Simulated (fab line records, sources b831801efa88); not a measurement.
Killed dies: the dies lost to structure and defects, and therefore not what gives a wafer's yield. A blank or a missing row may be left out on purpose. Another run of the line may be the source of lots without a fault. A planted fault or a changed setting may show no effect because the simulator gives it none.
Which tool is to blame? -- flow gf180mcu -- 12 lots, 36 wafers sampled, at 4 steps of a route of 602

## WHAT THE GAUGES SHOWED, per wafer
GF_MIM_THK_MEAS_06.
lot,measured,on,MIM_CVD_05_THK (nm)
L227,day 24 17:18,film_metro-01,42.4 42.7 42.7
L228,day 25 00:01,film_metro-04,41.4 41.3 42.3
L229,day 25 06:29,film_metro-01,42.9 42.9 42.7
L230,day 25 16:58,film_metro-01,42.2 40.6 41.2
L231,day 26 02:04,film_metro-03,41.4 41.7 41.6
L232,day 26 11:32,film_metro-04,42.4 42.7 43.3
L233,day 26 16:31,film_metro-03,42.8 42.0 42.8
L234,day 27 02:31,film_metro-01,41.6 42.1 42.1
L242,day 29 11:57,film_metro-03,41.9 41.9 41.6
L244,day 30 04:53,film_metro-01,41.8 42.1 42.0
L245,day 30 11:27,film_metro-01,41.7 42.3 41.7
L249,day 31 06:20,film_metro-03,41.6 41.1 41.7

GF_TOP_METAL_RS_MEAS_05: the measuring method here is four-point-probe.
lot,measured,on,TOP_METAL_ALCU_RS (ohm/sq)
L227,day 27 12:04,film_metro-01,0.0333 0.0332 0.0330
L228,day 27 19:41,film_metro-03,0.0324 0.0326 0.0321
L229,day 28 00:00,film_metro-03,0.0320 0.0326 0.0328
L230,day 28 13:25,film_metro-03,0.0320 0.0327 0.0325
L231,day 28 17:28,film_metro-02,0.0323 0.0324 0.0319
L232,day 29 05:41,film_metro-02,0.0320 0.0325 0.0323
L233,day 29 10:19,film_metro-03,0.0321 0.0331 0.0323
L234,day 29 15:05,film_metro-01,0.0329 0.0327 0.0327
L242,day 31 22:55,film_metro-01,0.0321 0.0322 0.0323
L244,day 32 12:22,film_metro-02,0.0336 0.0338 0.0338
L245,day 32 18:47,film_metro-01,0.0329 0.0329 0.0331
L249,day 33 12:38,film_metro-01,0.0334 0.0328 0.0330

## WHAT TOOL EACH LOT RAN ON (gives the tool, then ch and the chambers of the sampled wafers, and finally the start)
lot,GF_MIM_METAL_ETCH_19,GF_V5_SPUTTER_22
L227,"rie_metal-02 ch 1, day 25 15:02","pvd_sputter-01, day 27 11:13"
L228,"rie_metal-01 ch 0, day 25 21:43","pvd_sputter-03, day 27 18:49"
L229,"rie_metal-03 ch 0,1, day 26 03:13","pvd_sputter-04, day 27 23:06"
L230,"rie_metal-02 ch 0,1, day 26 13:56","pvd_sputter-01, day 28 12:23"
L231,"rie_metal-01 ch 0,1, day 26 22:53","pvd_sputter-01, day 28 16:36"
L232,"rie_metal-03 ch 0,1, day 27 07:32","pvd_sputter-01, day 29 04:50"
L233,"rie_metal-03 ch 0,1, day 27 13:35","pvd_sputter-01, day 29 09:28"
L234,"rie_metal-02 ch 0,1, day 27 22:50","pvd_sputter-01, day 29 14:13"
L242,"rie_metal-01 ch 0, day 30 06:36","pvd_sputter-03, day 31 21:52"
L244,"rie_metal-02 ch 0,1, day 30 22:50","pvd_sputter-03, day 32 11:31"
L245,"rie_metal-01 ch 0,1, day 31 05:13","pvd_sputter-01, day 32 17:53"
L249,"rie_metal-01 ch 0,1, day 31 23:56","pvd_sputter-01, day 33 11:47"
- GF_MIM_METAL_ETCH_19: etches the open film in Cl2/BCl3, stops on Si3N4, target depth 324.5 nm, time 54.1 s.
- GF_V5_SPUTTER_22: material TiN, target thk 10 nm, time 40 s.

## AS READ BY THE TOOLS THEMSELVES (means over the sampled wafers that have a number; for cases with no such wafer, the mark the record gives instead)
GF_MIM_METAL_ETCH_19.
lot,tool,drypump_motor_current_A (A),oes_product_au (a.u.),throttle_valve_pct (%)
L227,rie_metal-02,5.1,0.943,28.284
L228,rie_metal-01,6.0,0.942,28.288
L229,rie_metal-03,5.7,0.938,28.293
L230,rie_metal-02,5.4,0.950,28.279
L231,rie_metal-01,6.0,0.934,28.281
L232,rie_metal-03,5.5,0.939,28.284
L233,rie_metal-03,5.5,0.938,28.292
L234,rie_metal-02,5.8,0.949,28.285
L242,rie_metal-01,5.9,0.945,28.279
L244,rie_metal-02,5.8,0.932,28.288
L245,rie_metal-01,6.1,0.944,28.275
L249,rie_metal-01,6.1,0.953,28.270

GF_V5_SPUTTER_22.
lot,tool,chamber_pressure_pa (Pa),throttle_valve_pct (%)
L227,pvd_sputter-01,4.995,29.9
L228,pvd_sputter-03,5.002,30.2
L229,pvd_sputter-04,5.012,29.7
L230,pvd_sputter-01,4.996,29.7
L231,pvd_sputter-01,4.995,29.7
L232,pvd_sputter-01,5.003,29.8
L233,pvd_sputter-01,5.001,29.8
L234,pvd_sputter-01,5.006,29.8
L242,pvd_sputter-03,5.627,27.9
L244,pvd_sputter-03,5.615,27.5
L245,pvd_sputter-01,4.997,29.7
L249,pvd_sputter-01,5.003,29.8

## THE ANSWER, worked out from the rows above alone
Rule: usual is defined by the lots themselves. Put in order of their means at a reading, lots are off if they are a third of the lots or fewer, leave a main group of 4 or more, and stand apart from it by a gap of 3 or more times the standard deviation of the main group's means; of several such gaps the widest counts. The tables above print the reading to a certain number of digits; a main group whose means all agree to those digits is not used. A lot without any number at a reading at which 4 lots or more have one is off too. Where the step has rows for the other lots, those lots are counted as sound. Order of review: gauges by route order, followed by the tools' own readings, for which a lot's mean as printed above is used. At the first step where some lot is off, the reading lying furthest off is the one used; lots without a number count as furthest.
Off, at GF_V5_SPUTTER_22 on chamber_pressure_pa: L242, L244. The main group has a mean of 5.001 Pa with a standard deviation of 0.0052.
A tool fits if, at that step or a process step before it, it ran every lot that is off, and no sound lot after the first of them. One candidate fits, namely pvd_sputter-03 at GF_V5_SPUTTER_22. Its last sound lot is L228 (day 27 18:49), its first lot that is off L242 (day 31 21:52): a fault that began between those two fits.
The tool's own readings at GF_V5_SPUTTER_22 bear it out: on the lots that are off they differ by more than 5 times the standard deviation of the sound lots' means. chamber_pressure_pa reads 5.621 Pa there against 5.001 Pa on the sound lots; throttle_valve_pct reads 27.7 % there against 29.8 % on the sound lots.

## WHAT HAD BEEN PUT IN BY THE SIMULATOR
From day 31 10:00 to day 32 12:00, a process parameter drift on pvd_sputter-03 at GF_V5_SPUTTER_22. The setting chamber_pressure_pa was moved by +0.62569, starting from 5. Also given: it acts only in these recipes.
Struck lots among those shown: L242, L244. This agrees with what the rule above found.
